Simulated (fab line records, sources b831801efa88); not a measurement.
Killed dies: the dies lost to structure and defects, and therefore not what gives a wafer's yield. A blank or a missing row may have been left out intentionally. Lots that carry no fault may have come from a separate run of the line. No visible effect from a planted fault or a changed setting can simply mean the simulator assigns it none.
Chamber matching    flow sky130    SKY_VIA4_CMP_21 on cmp-02 has 4 sister chambers
The step polishes, stops on SiO2, t overpolish 25 s, target thk 0 nm. 4 wafers are shown with their chamber, then 7 later ones without.

== WAFERS PAIRED WITH THEIR CHAMBERS ==
wafer   chamber  timeToEndpointS (s)
L668.3  2        129
L668.4  1        119
L677.2  0        119
L677.4  3        129

== WAFERS WHOSE CHAMBER IS MISSING ==
wafer   timeToEndpointS (s)
L677.6  133
L680.2  130
L680.4  128
L680.5  117
L681.1  132
L681.3  118
L681.6  127

== WHICH CHAMBER EACH WENT THROUGH ==
wafer   from the rows above      in truth
L677.6  can't be placed: 2 or 3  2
L680.2  can't be placed: 2 or 3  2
L680.4  can't be placed: 2 or 3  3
L680.5  can't be placed: 0 or 1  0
L681.1  can't be placed: 2 or 3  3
L681.3  can't be placed: 0 or 1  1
L681.6  can't be placed: 2 or 3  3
Placed correctly: 0 of 7. Can't be placed from these rows: 7 (the true chamber is among the candidates in 7). Number placed wrongly: 0.
How it was worked out, from the rows above alone: a wafer's distance from a chamber is the root of the sum, over the readings, of the square of ((its reading less the chamber's mean) divided by the reading's scatter). If the next closest chamber is less than 2 further off than the closest, the wafer can't be placed; otherwise it belongs to the closest. For every chamber, the mean is computed from those of its wafers that are shown. The scatter (one wafer shown for each chamber): square how far every hidden wafer sits from the nearest shown wafer, average those squares and take the square root.
